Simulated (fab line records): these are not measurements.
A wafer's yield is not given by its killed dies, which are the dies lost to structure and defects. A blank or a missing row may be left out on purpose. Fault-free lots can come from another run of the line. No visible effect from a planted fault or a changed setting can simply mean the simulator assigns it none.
The same fault as seen by 2 desks    flow sky130    what lay behind the numbers comes last; until then each desk has only its own

== TOOL OWNER'S DESK, hdpcvd-02 ==
The tool's own readings at SKY_VIA4_HDPCVD_00 (deposits SiO2, target thk 1750 nm, time 291.7 s): means of the sampled wafers that have a number, for each lot that ran on this tool. If a lot's mean is further than 4 standard deviations from the usual mean, the lot is out of limits and carries the mark OUT (the distance appears in the brackets).
Columns: A = run length s at SKY_VIA4_HDPCVD_00, usual 319.7 s
lot   first seen here  A
L387  day 43 07:31     319.5
L389  day 43 20:17     347.5 (+68) OUT
Finding of this desk: L389 out of limits; the first was L389 at day 43 20:17, on run length s at SKY_VIA4_HDPCVD_00. L387: within limits.

== METROLOGY DESK ==
What the gauges read, lot by lot, whatever tool the lot ran on: means of the sampled wafers that have a number. If a lot's mean is further than 4 standard deviations from the usual mean, the lot is out of limits and carries the mark OUT (the distance appears in the brackets).
Columns: A = cd nm at SKY_METAL4_CD_MEAS_13, usual 299.8 nm; B = METAL4_OVL at SKY_METAL4_OVL_MEAS_14, usual 3 nm; C = VIA4_HDPCVD_THK at SKY_VIA4_THK_MEAS_01, usual 1728 nm
lot   first seen here  A      B   C
L384  day 42 03:43     298.8  -2  1727
L387  day 43 06:28     300.2  5   1746
L389  day 43 19:09     301.7  6   1893 (+7.9) OUT
L403  day 47 08:59     297.9  7   1702
L404  day 47 11:00     297.4  4   1715
This desk's result: L389 out of limits, first on L389 (VIA4_HDPCVD_THK at SKY_VIA4_THK_MEAS_01), day 43 20:28. L384, L387, L403, L404: within limits.

== ALL TOGETHER ==
At day 43 20:17, on L389, the tool owner's desk was in a position to raise an alarm.
L389 would have let the metrology desk raise an alarm at day 43 20:28.
The lots listed all ran SKY_VIA4_HDPCVD_00 on hdpcvd-02.

== WHAT WAS PUT IN BY THE SIMULATOR ==
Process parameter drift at SKY_VIA4_HDPCVD_00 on hdpcvd-02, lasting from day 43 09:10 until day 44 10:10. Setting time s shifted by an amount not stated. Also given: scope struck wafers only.
Lots struck among those shown: L389.
Hours from the fault's start to each desk's first reading out of limits: the tool owner's desk, 11; the metrology desk, 11.
